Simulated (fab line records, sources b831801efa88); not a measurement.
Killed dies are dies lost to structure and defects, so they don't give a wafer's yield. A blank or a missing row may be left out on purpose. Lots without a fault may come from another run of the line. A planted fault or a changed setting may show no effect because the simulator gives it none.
Which tool did it? | flow gf180mcu | 15 lots, 45 wafers sampled, at 2 steps of a route of 602

WHAT THE GAUGES READ, wafer by wafer
GF_V1_THK_MEAS_01.
lot  | measured     | on            | V1_CVD_00_THK (nm)
L204 | day 16 23:35 | film_metro-03 | 595 592 602
L206 | day 17 21:13 | film_metro-01 | 589 594 592
L207 | day 18 10:10 | film_metro-01 | 599 597 592
L209 | day 19 04:57 | film_metro-02 | 600 603 596
L211 | day 20 03:10 | film_metro-03 | 596 596 603
L212 | day 20 05:21 | film_metro-02 | 601 598 599
L213 | day 20 14:50 | film_metro-01 | 596 599 604
L215 | day 21 10:55 | film_metro-02 | 609 604 610
L216 | day 21 20:17 | film_metro-03 | 594 603 606
L218 | day 22 12:58 | film_metro-02 | 601 604 599
L219 | day 22 15:56 | film_metro-03 | 600 600 595
L220 | day 23 03:25 | film_metro-02 | 602 606 603
L221 | day 23 10:30 | film_metro-03 | 601 595 604
L224 | day 24 10:49 | film_metro-02 | 599 598 604
L227 | day 25 13:07 | film_metro-02 | 597 597 596

WHICH TOOL RAN EACH LOT (tool, then ch and the chambers of the sampled wafers, then the start)
lot  | GF_M1_STRIP_17
L204 | plasma_asher-03 ch 0,1, day 16 22:58
L206 | plasma_asher-01 ch 0,1, day 17 20:37
L207 | plasma_asher-03 ch 0,1, day 18 09:34
L209 | plasma_asher-03 ch 0,1, day 19 04:20
L211 | plasma_asher-03 ch 0,1, day 20 02:32
L212 | plasma_asher-03 ch 0, day 20 04:44
L213 | plasma_asher-04 ch 0,1, day 20 14:14
L215 | plasma_asher-01 ch 0,1, day 21 10:17
L216 | plasma_asher-01 ch 0,1, day 21 19:41
L218 | plasma_asher-03 ch 0,1, day 22 12:20
L219 | plasma_asher-04 ch 0,1, day 22 15:19
L220 | plasma_asher-01 ch 0, day 23 02:49
L221 | plasma_asher-03 ch 0,1, day 23 09:53
L224 | plasma_asher-03 ch 0,1, day 24 10:13
L227 | plasma_asher-01 ch 0,1, day 25 12:31
- GF_M1_STRIP_17: strips in O2/N2.

WHAT THE TOOLS THEMSELVES READ (means of the sampled wafers that have a number; where no wafer has one, the mark that the record gives instead)
GF_M1_STRIP_17.
lot  | tool            | drypump_motor_current_A (A) | heater_power_w (W) | oes_product_au (a.u.) | platen_temp_c (C) | strip_time_to_endpoint_s (s)
L204 | plasma_asher-03 | 5.7                         | 388                | 0.561                 | 250.21            | 7.90
L206 | plasma_asher-01 | 6.0                         | 383                | 0.563                 | 250.10            | 7.95
L207 | plasma_asher-03 | 5.7                         | 390                | 0.559                 | 249.93            | 7.90
L209 | plasma_asher-03 | 5.6                         | 381                | 0.553                 | 250.03            | 7.87
L211 | plasma_asher-03 | 5.7                         | 394                | 0.563                 | 249.88            | 7.93
L212 | plasma_asher-03 | 5.4                         | 380                | 0.557                 | 249.94            | 7.90
L213 | plasma_asher-04 | 6.2                         | 310                | 0.561                 | 249.97            | 7.91
L215 | plasma_asher-01 | 6.0                         | 352                | 0.554                 | 249.93            | 7.86
L216 | plasma_asher-01 | 6.0                         | 358                | 0.561                 | 249.85            | 7.90
L218 | plasma_asher-03 | 5.7                         | 391                | 0.556                 | 250.04            | 7.90
L219 | plasma_asher-04 | 6.2                         | 310                | 0.560                 | 249.91            | 7.88
L220 | plasma_asher-01 | 6.3                         | 367                | 0.558                 | 250.01            | 7.85
L221 | plasma_asher-03 | 5.7                         | 396                | 0.557                 | 250.10            | 7.85
L224 | plasma_asher-03 | 5.7                         | 391                | 0.558                 | 250.15            | 7.86
L227 | plasma_asher-01 | 5.7                         | 342                | 0.561                 | 250.17            | 7.92

THE ANSWER, worked out from the rows above alone
Rule: what is usual is taken from the lots themselves. Put in order of their means at a reading, lots are off if they are a third of the lots or fewer, leave a main group of 4 or more, and stand apart from it by a gap of 3 or more times the standard deviation of the main group's means; of several such gaps the widest counts. A main group whose means are all the same, to the digits that the tables above print for the reading, isn't used. A lot without any number at a reading at which 4 lots or more have one is off too. The other lots that the step has rows for count as sound. The gauges are gone through in route order, then the tools' own readings, and for those a lot's mean is taken as printed above. The first step at which some lot is off is used, and at that step the reading that is off furthest; a lot without a number counts as furthest.
No lot is off at any reading shown: from this, nothing can be told.

WHAT THE SIMULATOR HAD PUT IN
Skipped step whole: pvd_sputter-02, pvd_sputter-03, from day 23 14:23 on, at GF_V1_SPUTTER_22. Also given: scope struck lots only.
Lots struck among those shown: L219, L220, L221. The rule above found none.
